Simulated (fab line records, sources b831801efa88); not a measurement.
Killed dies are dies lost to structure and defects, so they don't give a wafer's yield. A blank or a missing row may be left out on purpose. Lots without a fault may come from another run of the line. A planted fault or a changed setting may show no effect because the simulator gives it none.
Chamber matching | flow gf180mcu | GF_V2_CVD_02 on pecvd-01: 3 sister chambers
The step deposits SiO2 from TEOS, target thk 850 nm, time 94.851 s. 3 wafers are shown with their chamber, then 7 later ones without.

WAFERS WITH THEIR CHAMBER
wafer  | chamber | heater_power_w (W)
L081.6 | 2       | 842
L084.1 | 1       | 678
L084.2 | 0       | 506

WAFERS WITHOUT THEIR CHAMBER
wafer  | heater_power_w (W)
L084.3 | 551
L087.2 | 658
L087.5 | 535
L087.6 | 860
L092.2 | 840
L092.4 | 668
L092.6 | 592

WHICH CHAMBER EACH WENT THROUGH
wafer  | from the rows above     | in truth
L084.3 | 0                       | 0
L087.2 | 1                       | 1
L087.5 | 0                       | 0
L087.6 | 2                       | 2
L092.2 | 2                       | 2
L092.4 | 1                       | 1
L092.6 | can't be placed: 0 or 1 | 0
Placed correctly: 6 of 7. Can't be placed from these rows: 1 (the true chamber is among the candidates in 1). Placed wrongly: 0.
How it was worked out, from the rows above alone: a wafer's distance from a chamber is the root of the sum, over the readings, of the square of ((its reading less the chamber's mean) divided by the reading's scatter). The wafer belongs to the nearest chamber; if the next one is less than 2 further off, it can't be placed. A chamber's mean is the mean of its shown wafers. The scatter: with one shown wafer a chamber, the root of the mean of the squares of how far each hidden wafer lies from its nearest shown one.
